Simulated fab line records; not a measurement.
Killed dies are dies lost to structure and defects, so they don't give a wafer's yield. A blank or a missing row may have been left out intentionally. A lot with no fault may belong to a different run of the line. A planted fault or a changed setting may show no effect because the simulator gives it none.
One fault seen from 2 desks ; flow gf180mcu ; each desk holds nothing but its own numbers, with what lay behind them at the end

FROM THE METROLOGY DESK
Lot by lot, what the gauges showed, no matter which tool ran the lot: averages of those sampled wafers that carry a number. Any lot whose mean is over 4 standard deviations away from the usual mean is out of limits and marked OUT; that distance is given in the brackets.
Columns: A = SALICIDE_TIN_RS at GF_SALICIDE_RS_MEAS_04, usual 16.36 ohm/sq; B = M4_ALCU_THK at GF_M4_THK_MEAS_06, usual 446 nm
lot;first seen here;A;B
L402;day 15 17:52;16.46;440
L403;day 16 05:21;16.69;446
L405;day 16 17:58;15.88;439
L413;day 19 17:02;16.14;455
L414;day 20 04:32;16.40;452
L416;day 20 14:16;16.12;446
L417;day 20 20:02;16.31;445
L418;day 21 07:48;16.31;444
L420;day 22 05:34;16.76;446
L421;day 22 08:23;16.55;445
L422;day 22 16:43;16.69;449
L423;day 23 00:32;16.52;446
L424;day 23 07:26;16.45;454
This desk's finding: nothing out of limits on any of the 13 lots.

FOR THE TOOL OWNER'S DESK: pvdSputter-03
The tool's own readings at GF_SALICIDE_SPUTTER_02 (material Co, target thk 10 nm, time 20 s): means of the sampled wafers that have a number, for each lot that ran on this tool. Any lot whose mean is over 4 standard deviations away from the usual mean is out of limits and marked OUT; that distance is given in the brackets.
Columns: A = throttleValvePct at GF_SALICIDE_SPUTTER_02, usual 30.5 %
lot;first seen here;A
L403;day 16 05:17;30.5
L405;day 16 17:55;31.1
L414;day 20 04:28;31.0
This desk's finding: nothing out of limits on any of the 3 lots.

TAKEN TOGETHER
From the metrology desk's view, nothing was out of limits.
The tool owner's desk saw nothing out of limits.

WHAT WAS PUT IN BY THE SIMULATOR
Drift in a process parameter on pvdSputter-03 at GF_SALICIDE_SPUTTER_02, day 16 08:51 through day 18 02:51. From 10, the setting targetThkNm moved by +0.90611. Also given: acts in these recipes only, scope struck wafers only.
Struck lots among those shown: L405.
